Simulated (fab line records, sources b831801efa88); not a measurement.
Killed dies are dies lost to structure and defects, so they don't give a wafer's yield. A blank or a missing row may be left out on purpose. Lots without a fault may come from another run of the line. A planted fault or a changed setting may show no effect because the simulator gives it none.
Which tool did it? | flow sky130 | 6 lots, 18 wafers sampled, at 2 steps of a route of 708

WHAT THE GAUGES READ, wafer by wafer
SKY_VT_ADJUST_NCORE_TW_MEAS_11.
lot  | measured     | on            | VT_ADJUST_NCORE_TW
L257 | day 9 01:57  | film_metro-02 | 216.4 217.2 217.9
L259 | day 9 19:58  | film_metro-02 | 217.6 218.4 218.6
L262 | day 10 14:39 | film_metro-01 | 196.3 197.1 196.3
L272 | day 13 18:17 | film_metro-01 | 222.5 223.1 222.8
L276 | day 14 17:43 | film_metro-01 | 222.0 221.2 222.1
L278 | day 15 11:03 | film_metro-01 | 221.2 221.0 220.3

WHICH TOOL RAN EACH LOT (tool, then ch and the chambers of the sampled wafers, then the start)
lot  | SKY_VT_ADJUST_NCORE_IMPLANT_09
L257 | implanter-02 ch 0, day 9 01:43
L259 | implanter-02 ch 0, day 9 19:43
L262 | implanter-02 ch 0, day 10 14:25
L272 | implanter-04 ch 0, day 13 18:02
L276 | implanter-02 ch 0, day 14 17:28
L278 | implanter-04 ch 0, day 15 10:49
- SKY_VT_ADJUST_NCORE_IMPLANT_09

THE ANSWER, worked out from the rows above alone
Rule: what is usual is taken from the lots themselves. Put in order of their means at a reading, lots are off if they are a third of the lots or fewer, leave a main group of 4 or more, and stand apart from it by a gap of 3 or more times the standard deviation of the main group's means; of several such gaps the widest counts. A main group whose means are all the same, to the digits that the tables above print for the reading, isn't used. A lot without any number at a reading at which 4 lots or more have one is off too. The other lots that the step has rows for count as sound.
Off: L262, at SKY_VT_ADJUST_NCORE_TW_MEAS_11 (VT_ADJUST_NCORE_TW). The main group: mean 220.2, standard deviation 2.1.
A tool fits if, at a process step before that reading, it ran every lot that is off, and no sound lot after the first of them. The gauges at SKY_VT_ADJUST_NCORE_TW_MEAS_11 are tried like those tools. None of those tried fits.

WHAT THE SIMULATOR HAD PUT IN
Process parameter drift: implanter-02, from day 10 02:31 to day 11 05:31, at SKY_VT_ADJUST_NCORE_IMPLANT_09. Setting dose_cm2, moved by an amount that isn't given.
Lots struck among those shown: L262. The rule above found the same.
